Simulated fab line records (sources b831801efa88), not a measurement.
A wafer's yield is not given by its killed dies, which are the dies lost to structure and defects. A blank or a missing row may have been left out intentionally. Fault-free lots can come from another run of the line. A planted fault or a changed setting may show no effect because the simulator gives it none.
fab line records | flow sky130
record: lots: 11 wafers: 31 last_day: 50
route steps=708 shown VT_ADJUST_PCH@152 LI_CONTACT@376 VIA2@522 VIA4@646 PAD_OPEN@708
lots untouched by any fault: they come from a run of this same line in which no faults occurred
start_h: the number of hours between the record's first day and the start of the first shown wafer of the lot | wait_h: hours elapsed since this lot's preceding step | " as in the row above | L1.1+2: several wafers, shown together as one row | - no value present, or no start provided | * or withheld: withheld | < > ~ a bound
route shown NAME@n: NAME is a module with steps in the file, n the number in the route of the first one | usual: average and standard deviation across the fault-free wafers | same: alike in all rows | chamber/n: place in a boat | sites: each site's reading | _std_site: standard deviation of those values | _edge_site: outer sites' mean less inner sites' | radius_mm: for every site, how far away it sits from the centre of the wafer | mask NAME#n: copy n | behind: the most recent tool/chamber to have shaped the wafer | hold: reason for holding the lot/hours on hold/outcome of the hold | device: the transistor (n, p or np) that didn't switch | end of line: the route-end tests of the same wafers | a step given without rows: its recipe and nothing more | killed: the dies lost at the first sort to structure and to defects; this is not the yield of the wafer | map: shows each die of a wafer: x if killed, . if not, _ if none is there
set.NAME: the setting the step ran with; set.NAME@STEP: the setting that earlier step ran with | model.NAME: the simulator's own value behind a step, which no gauge read
the route's steps for a sample of lots (tables are steps, rows are wafers)
services: a tool's chamber out of use, with start hour (start_h, from the record's first day; less than 0 if before it), hours out, and reason
== steps ==
step: SKY_VT_ADJUST_PCH_STRIP_09
recipe: chemistry: O2/N2 power_w: 1400 pressure_mtorr: 1500 platen_temp_c: withheld o2_flow_sccm: 3000 n2_flow_sccm: 300 overash_fraction: 0.5
usual: drypump_motor_current_A: 5.54/0.18 o2_flow_sccm: 3001/7.9 oes_product_au: 0.722/0.0047 strip_time_to_endpoint_s: 36.93/0.1
columns lot.wafer tool chamber start_h wait_h drypump_motor_current_A o2_flow_sccm oes_product_au rf_hours_counter_h strip_time_to_endpoint_s
L480.1 plasma_asher-03 1 240.66 0.1 5.75 2996 0.724 53 37.13
L480.2 " 0 " " 5.57 3007 0.721 53 36.93
L480.6 " 0 " " 5.57 2995 0.721 - 37.05
L481.4 plasma_asher-03 0 251.23 0.1 5.57 2999 0.723 - 36.84
L481.5 " 0 " " 5.57 2998 0.716 - 36.96
L481.6 " 1 " " 5.73 2985 0.721 - 36.90
L483.1 plasma_asher-03 0 263.61 0.1 5.57 2999 0.726 56 36.85
L483.3 " 1 " " 5.75 2987 0.725 - 36.96
L483.6 " 0 " " 5.55 3014 0.715 - 36.87
L484.1 plasma_asher-04 1 274.01 0.1 5.21 3002 0.728 15 36.94
L484.4 " 1 " " 5.21 3008 0.717 - 37.03
L484.6 " 1 " " 5.20 3008 0.716 - 37.02
L486.1 plasma_asher-02 1 289.01 0.1 5.67 3001 0.719 61 36.93
L486.3 " 0 " " 5.34 3007 0.728 - 37.05
L486.5 " 1 " " 5.71 2994 0.721 - 36.94
L487.2 plasma_asher-03 0 293.06 0.1 5.58 3011 0.728 59 36.98
L487.3 " 1 " " 5.73 2998 0.714 - 36.99
L487.5 " 0 " " 5.58 2990 0.722 - 36.93
L492.3 plasma_asher-03 1 332.93 0.1 5.74 3015 0.724 - 36.99
L492.5 " 1 " " 5.76 3007 0.716 - 36.96
L493.3 plasma_asher-02 0 345.04 0.1 5.35 3003 0.727 - 36.96
L493.6 " 1 " " 5.68 3001 0.719 - 36.92
L498.1 plasma_asher-04 0 381.96 0.1 5.59 3003 0.719 26 36.91
L498.3 " 1 " " 5.21 3007 0.724 - 36.90
L498.5 " 1 " " 5.19 3005 0.720 - 36.93
L499.2 plasma_asher-03 1 398.71 0.1 5.75 3008 0.730 69 37.14
L499.5 " 1 " " 5.73 2992 0.720 - 37.11
L499.6 " 0 " " 5.58 2989 0.720 - 37.09
L501.2 plasma_asher-02 0 411.66 0.1 5.32 3015 0.725 73 36.76
L501.4 " 0 " " 5.36 3010 0.718 - 36.77
L501.5 " 0 " " 5.34 3016 0.730 - 36.70
step: SKY_LI_CONTACT_ETCH_14
recipe: chemistry: N2/H2 target: BARC ion_energy_ev: 200 source_w: 500 bias_w: 100 pressure_mtorr: 30 n2_flow_sccm: 100 h2_flow_sccm: 200 stop_on: SiO2 time_s: 45.9 target_depth_a: 600
usual: drypump_motor_current_A: 5.8/0.47 oes_product_au: 0.855/0.0047 rf_fwd_power_W: 494.8/1.9 throttle_valve_pct: 13.225/0.009
columns lot.wafer tool chamber start_h wait_h drypump_motor_current_A oes_product_au rf_fwd_power_W rf_hours_counter_h throttle_valve_pct
L480.1 rie_diel-03 2 700.08 0.0 5.7 0.846 495.0 9 13.228
L480.2 " 1 " " 4.7 0.855 495.7 48 13.219
L480.6 " 3 " " 5.3 0.856 493.5 - 13.223
L481.4 rie_diel-02 3 705.63 0.0 6.6 0.852 493.5 - 13.221
L481.5 " 2 " " 5.7 0.859 496.9 - 13.204
L481.6 " 0 " " 6.0 0.857 494.5 - 13.228
L483.1 rie_diel-01 3 718.09 0.0 5.4 0.851 494.5 11 13.228
L483.3 " 1 " " 5.3 0.856 492.7 7 13.226
L483.6 " 3 " " 5.4 0.847 493.3 - 13.236
L484.1 rie_diel-01 0 731.49 0.0 5.7 0.856 495.8 8 13.221
L484.4 " 2 " " 6.0 0.860 497.1 5 13.229
L484.6 " 1 " " 5.3 0.860 492.5 - 13.224
L486.1 rie_diel-01 2 745.58 0.0 6.0 0.856 500.4 5 13.221
L486.3 " 3 " " 5.4 0.848 496.9 12 13.217
L486.5 " 3 " " 5.3 0.851 494.5 - 13.243
L487.2 rie_diel-03 0 747.01 0.0 6.2 0.855 495.9 8 13.222
L487.3 " 3 " " 5.4 0.853 494.9 3 13.234
L487.5 " 2 " " 5.7 0.852 495.1 - 13.232
L492.3 rie_diel-01 3 784.41 0.0 5.3 0.862 495.6 12 13.238
L492.5 " 2 " " 6.0 0.856 496.6 - 13.241
L493.3 rie_diel-03 0 799.81 0.0 6.2 0.855 493.4 9 13.230
L493.6 " 3 " " 5.4 0.856 492.2 - 13.212
L498.1 rie_diel-01 1 845.06 0.0 5.4 0.858 492.0 9 13.227
L498.3 " 3 " " 5.4 0.850 498.9 13 13.233
L498.5 " 2 " " 6.0 0.862 495.1 - 13.221
L499.2 rie_diel-01 1 848.56 0.0 5.2 0.849 495.0 9 13.219
L499.5 " 1 " " 5.3 0.850 492.3 - 13.221
L499.6 " 2 " " 6.0 0.854 495.5 - 13.232
L501.2 rie_diel-01 2 862.53 0.0 6.0 0.856 497.0 8 13.220
L501.4 " 1 " " 5.3 0.850 494.9 10 13.225
L501.5 " 2 " " 6.0 0.846 494.1 - 13.241
step: SKY_VIA2_ETCH_15
recipe: target: SiO2 chemistry: C4F8/O2/Ar target_depth_nm: 546 stop_on: TiN mask_material: KrF-thick source_w: 1500 bias_w: 1200 pressure_mtorr: 40 c4f8_flow_sccm: withheld O2_flow_sccm: 6 Ar_flow_sccm: 300 time_s: 84
usual: oes_product_au: 0.939/0.0045 rf_fwd_power_W: 1489/5.5
columns lot.wafer tool chamber start_h wait_h oes_product_au rf_fwd_power_W rf_hours_counter_h
L480.1 rie_diel-01 3 869.07 0.0 0.939 1487 14
L480.2 " 2 " " 0.950 1496 8
L480.6 " 1 " " 0.935 1495 -
L481.4 rie_diel-01 3 874.87 0.0 0.938 1495 14
L481.5 " 3 " " 0.934 1489 -
L481.6 " 0 " " 0.932 1501 -
L483.1 rie_diel-04 1 887.07 0.0 0.937 1490 17
L483.3 " 3 " " 0.935 1477 14
L483.6 " 1 " " 0.943 1481 -
L484.1 rie_diel-04 2 898.47 0.0 0.935 1490 7
L484.4 " 1 " " 0.940 1484 18
L484.6 " 3 " " 0.942 1479 -
L486.1 rie_diel-01 2 910.82 0.0 0.931 1495 9
L486.3 " 0 " " 0.940 1497 11
L486.5 " 3 " " 0.948 1486 -
L487.2 rie_diel-02 0 913.93 0.0 0.943 1489 16
L487.3 " 3 " " 0.939 1479 10
L487.5 " 0 " " 0.942 1493 -
L492.3 rie_diel-01 1 946.54 0.1 0.940 1488 -
L492.5 " 0 " " 0.938 1493 -
L493.3 rie_diel-02 2 961.73 0.0 0.943 1491 16
L493.6 " 1 " " 0.934 1490 -
L498.1 rie_diel-04 1 1004.72 0.0 0.933 1485 21
L498.3 " 2 " " 0.937 1495 10
L498.5 " 3 " " 0.943 1481 -
L499.2 rie_diel-01 3 1006.02 0.0 0.942 1495 18
L499.5 " 3 " " 0.940 1489 -
L499.6 " 1 " " 0.941 1490 -
L501.2 rie_diel-01 0 1015.52 0.0 0.937 1486 15
L501.4 " 2 " " 0.931 1494 12
L501.5 " 0 " " 0.944 1481 -
step: SKY_VIA4_SOFTBAKE_07
recipe: temp_c: 90 time_s: 60 resist: NOVOLAK
usual: exhaust_pa: 45.1/0.85 heater_power_total_W: 56.60/0.044 run_length_s: 89.19/0.14
columns lot.wafer tool chamber start_h wait_h exhaust_pa heater_power_total_W run_length_s
L480.1 litho_track-03 0 1011.93 0.1 44.2 56.61 89.08
L480.2 " 0 " " 43.9 56.61 89.13
L480.6 " 0 " " 46.0 56.55 89.04
L481.4 litho_track-04 0 1015.73 0.1 45.0 56.61 89.01
L481.5 " 0 " " 45.5 56.59 89.02
L481.6 " 0 " " 44.7 56.56 89.04
L483.1 litho_track-03 0 1027.63 0.1 44.8 56.61 89.09
L483.3 " 0 " " 44.6 56.60 89.25
L483.6 " 0 " " 45.3 56.59 89.02
L484.1 litho_track-03 0 1037.58 0.1 45.4 56.55 89.24
L484.4 " 0 " " 44.8 56.64 89.25
L484.6 " 0 " " 44.9 56.62 89.03
L486.1 litho_track-04 0 1049.26 0.1 44.2 56.52 89.17
L486.3 " 0 " " 44.5 56.56 89.02
L486.5 " 0 " " 44.9 56.68 89.12
L487.2 litho_track-01 0 1050.85 0.1 45.2 56.60 89.37
L487.3 " 0 " " 46.1 56.61 89.34
L487.5 " 0 " " 45.2 56.56 89.52
L492.3 litho_track-04 0 1080.91 0.1 45.4 61.23 76.27
L492.5 " 0 " " 43.7 56.61 89.01
L493.3 litho_track-04 0 1094.11 0.1 45.0 61.32 76.45
L493.6 " 0 " " 44.3 56.58 89.17
L498.1 litho_track-01 0 1128.52 0.1 44.1 56.59 89.32
L498.3 " 0 " " 45.0 56.55 89.31
L498.5 " 0 " " 44.9 56.59 89.16
L499.2 litho_track-01 0 1132.10 0.1 46.3 56.66 89.21
L499.5 " 0 " " 46.7 56.73 89.43
L499.6 " 0 " " 46.2 56.59 89.21
L501.2 litho_track-01 0 1138.70 0.1 45.1 56.59 89.20
L501.4 " 0 " " 46.2 56.58 89.17
L501.5 " 0 " " 45.4 56.57 89.38
step: SKY_PAD_OPEN_PROBE_99
usual: defect_limited_yield: 82.4/1.8 killed_at_M0_to_M3: 45/6.8 killed_at_M4_up: 3.2/1.6 killed_at_contacts: 24/5.1 killed_at_front_end: 14/4.4 killed_at_other: 0.4/0.65 killed_dies: 87/8.8 killed_open: 47/7.2 killed_short: 39/6.1 sort_bin_3_pad_short: 0.9/0.38 sort_bin_5_function: 10.4/1.5 sort_bin_6_memory: 6.4/1.1 sort_n_pass: 405/8.8 sort_yield_pct: 82.4/1.8
same: gross_dies: 492 killed_at_back_side: 0 sort_bin_4_leakage[%]: 0 sort_bin_8_speed[%]: 0
columns lot.wafer tool chamber start_h wait_h defect_limited_yield[%] killed_at_M0_to_M3 killed_at_M4_up killed_at_contacts killed_at_front_end killed_at_other killed_dies killed_open killed_short sort_bin_3_pad_short[%] sort_bin_5_function[%] sort_bin_6_memory[%] sort_n_pass sort_yield_pct[%]
L493.6 prober-01 - 1164.88 0.2 81.1 54 4 24 11 0 93 42 51 0.6 11.4 6.9 399 81.1
killed by level:class
L493.6 METAL1:geometric_particle:short=14 VIA1:geometric_particle:open=9 VIA1:geometric_particle:short=7 CONTACT:geometric_particle:open=6 METAL2:geometric_particle:short=6 VIA2:geometric_particle:open=5 CONTACT:geometric_particle:short=5 METAL1:geometric_particle:open=5
== services ==
columns tool chamber start_h hours kind
rie_diel-01 1 228.88 1.4 repair
rie_diel-01 2 246.31 7.9 repair
rie_diel-01 3 306.87 2.7 repair
rie_diel-01 2 315.43 19.0 repair
rie_diel-01 - 341.54 2.8 pm
plasma_asher-03 - 421.25 9.0 pm
plasma_asher-03 - 428.92 11.5 repair
plasma_asher-03 - 431.45 0.9 repair
plasma_asher-03 - 440.38 4.0 pm
rie_diel-01 0 446.29 2.9 repair
rie_diel-01 0 462.88 4.6 repair
rie_diel-01 0 546.79 13.9 repair
rie_diel-01 0 601.28 1.6 repair
rie_diel-01 0 712.86 9.8 repair
plasma_asher-03 - 741.04 0.9 repair
rie_diel-01 - 749.33 14.6 pm
plasma_asher-03 - 842.77 0.4 repair
rie_diel-01 2 932.44 14.3 repair
rie_diel-01 3 940.84 6.3 repair
rie_diel-01 1 978.05 4.4 repair
rie_diel-01 0 999.86 12.3 repair
rie_diel-01 2 1007.87 2.7 repair
rie_diel-01 1 1017.56 2.5 repair
rie_diel-01 0 1115.00 4.3 repair
== key ==
first_sign: step: SKY_VIA4_SOFTBAKE_07 reading: heater_power_total_W direction: up sigmas: 99+ usual: * struck: *
effect: step: SKY_VIA4_SOFTBAKE_07 reading: run_length_s direction: down sigmas: 93 usual: * struck: *
met_at SKY_VIA4_SOFTBAKE_07
struck_lots L492,L493
struck_wafers L492.3,L493.3
not_acting_at SKY_VT_ADJUST_PCH_STRIP_09,SKY_LI_CONTACT_ETCH_14,SKY_VIA2_ETCH_15
onset_between 1049.26 1080.91
fault: kind: process_parameter_drift tool: litho_track-04 chamber: - onset_h: 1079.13 steps: SKY_VIA4_SOFTBAKE_07 channel: time_s offset: * shape: step end_h: 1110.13 scope: struck_wafers_only acts_in: * stated: *
